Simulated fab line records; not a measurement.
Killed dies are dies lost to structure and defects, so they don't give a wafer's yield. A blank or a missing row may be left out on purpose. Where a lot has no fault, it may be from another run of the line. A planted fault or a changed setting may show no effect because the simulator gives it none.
A lot that was struck, set against a sound lot :: flow sfq_line :: 24 out of 325 route steps
Sound: wafers L922.1, L922.5, L922.6. Wafers struck: L923.1, L923.4, L923.6. Last of all comes the cause.
At each step with rows: each side's tool, then ch and its chambers, then its first start. Under that, the readings that differ: sound wafers :: struck wafers :: difference of the means :: sigmas: that difference in standard deviations of wafers without a fault.
alike: readings whose means differ by less than 2 such deviations, and words and numbers that are the same on both sides. not compared: withheld readings, readings that some wafer has no value for, bounds like >300 that may hide the same value, and numbers for which the record gives no deviation and whose values overlap.
The two part at a step that has a row with sigmas, a row that says differs or no value, or rows on one side only. When numbers do not overlap yet have no deviation, they are printed without sigmas and do not part them. A reading that every wafer of one side lacks parts them only if that side has two wafers or more.

first, 6 steps without rows for these wafers: SFQ_TRILAYER_I1_VIA_LITHO_COAT_054 (resist thk 62 nm); SFQ_TRILAYER_I1_VIA_LITHO_COAT_049 (resist thk 650 nm); SFQ_TRILAYER_I1_VIA_LITHO_SOFTBAKE_053; SFQ_TRILAYER_I1_VIA_LITHO_EXPOSE_050 (exposes mask I1, target cd 500 nm); SFQ_TRILAYER_I1_VIA_LITHO_PEB_052 (peb time 60 s); SFQ_TRILAYER_I1_VIA_LITHO_DEVELOP_051 (time 60 s).
SFQ_I1_OVL_MEAS_913:
  sound on overlay-02, day 34 16:26; struck on overlay-01, day 35 00:50
  alike: I1_OVL
SFQ_TRILAYER_I1_VIA_BARC_OPEN_VIA_ETCH_071: etches BARC in O2, target depth 125 nm, time 41.7 s.
  sound on rie_diel-04 ch 2,3, day 34 16:28; struck on rie_diel-04 ch 1,3, day 35 00:52
  alike: bias_w, drypump_motor_current_A, oes_product_au
  not compared: rf_hours_counter_h
SFQ_TRILAYER_I1_VIA_ETCH_VIA_ETCH_052: etches SiO2 in CHF3, stops on Nb, target depth 260 nm.
  sound on rie_diel-04 ch 2,3, day 34 16:31; struck on rie_diel-04 ch 1,3, day 35 00:55
  alike: bias_w, drypump_motor_current_A, oes_product_au
SFQ_TRILAYER_I1_VIA_STRIP_STRIP_053: strips in O2.
  sound on rie_metal-03 ch 0,1, day 34 16:37; struck on rie_metal-03 ch 0,1, day 35 01:01
  alike: drypump_motor_current_A, oes_product_au
  not compared: rf_hours_counter_h
then, 2 steps without rows for these wafers: SFQ_TRILAYER_I1_VIA_STRIP_SOLV_CLEAN_054 (cleans in NMP, time 600 s); SFQ_TRILAYER_M2_DEP_PRE_CLEAN_056 (time 22.5 s).
SFQ_TRILAYER_M2_DEP_SPUTTER_055: material Nb, target thk 200 nm, time 133.3 s.
  sound on pvd_sputter-04, day 34 17:26; struck on pvd_sputter-06, day 35 02:05
  alike: resputter_cathode_voltage_v, throttle_valve_pct
SFQ_M2_RS_MEAS_914: the measuring method here is four-point-probe.
  sound on film_metro-03, day 34 17:32; struck on film_metro-03, day 35 02:10
reading: M2_NB_RS (ohm/sq)
sound: 0.886 0.893 0.885
struck: 0.436 0.436 0.425
difference: -0.456
sigmas: -33
then, 6 steps without rows for these wafers: SFQ_TRILAYER_M2_LITHO_COAT_062 (resist thk 62 nm); SFQ_TRILAYER_M2_LITHO_COAT_057 (resist thk 600 nm); SFQ_TRILAYER_M2_LITHO_SOFTBAKE_061; SFQ_TRILAYER_M2_LITHO_EXPOSE_058 (exposes mask M2, target cd 500 nm); SFQ_TRILAYER_M2_LITHO_PEB_060 (peb time 60 s); SFQ_TRILAYER_M2_LITHO_DEVELOP_059 (time 60 s).
-- the record jumps here: 6 days lie between the struck wafers' starts before and after --
SFQ_M2_OVL_MEAS_916:
  sound on overlay-01, day 40 09:11; struck on overlay-01, day 40 18:47
  alike: M2_OVL
SFQ_TRILAYER_M2_BARC_OPEN_METAL_ETCH_077: etches BARC in O2, target depth 125 nm, time 41.7 s.
  sound on rie_metal-03 ch 0,1, day 40 09:13; struck on rie_metal-01 ch 0,1, day 40 18:49
  alike: bias_w, drypump_motor_current_A, oes_product_au
  not compared: rf_hours_counter_h
SFQ_TRILAYER_M2_ETCH_METAL_ETCH_060: etches Nb in Cl2/Ar, stops on SiO2, target depth 240 nm, time 120 s.
  sound on rie_metal-03 ch 0,1, day 40 09:17; struck on rie_metal-01 ch 0,1, day 40 18:53
reading: drypump_motor_current_A (A)
sound: 6.6 6.2 6.6
struck: 5.6 5.3 5.5
difference: -1.0
sigmas: -2

reading: oes_product_au (a.u.)
sound: 0.894 0.895 0.899
struck: 0.999 0.985 1.006
difference: +0.101
sigmas: +11

reading: model.etch.depth_nm (nm)
sound: 200.1 198.9 200.7
struck: 238.5 234.9 238.6
difference: +37.4
sigmas: 

reading: model.M2.feature_depth_nm (nm)
sound: 200.1 198.9 200.7
struck: 238.5 234.9 238.6
difference: +37.4
sigmas: 
  alike: bias_w
  not compared: rf_hours_counter_h
SFQ_TRILAYER_M2_STRIP_STRIP_061: strips in O2.
  sound on rie_metal-03 ch 0,1, day 40 09:24; struck on rie_metal-01 ch 0,1, day 40 19:00
reading: drypump_motor_current_A (A)
sound: 6.6 6.2 6.6
struck: 5.6 5.3 5.6
difference: -1.0
sigmas: -2

reading: oes_product_au (a.u.)
sound: 1.000 1.015 1.002
struck: 0.983 0.980 0.984
difference: -0.023
sigmas: -2
  not compared: rf_hours_counter_h

## WHERE THEY PART
First at SFQ_M2_RS_MEAS_914; last, within this record, at SFQ_TRILAYER_M2_STRIP_STRIP_061.

WHY: the cause the simulator had injected
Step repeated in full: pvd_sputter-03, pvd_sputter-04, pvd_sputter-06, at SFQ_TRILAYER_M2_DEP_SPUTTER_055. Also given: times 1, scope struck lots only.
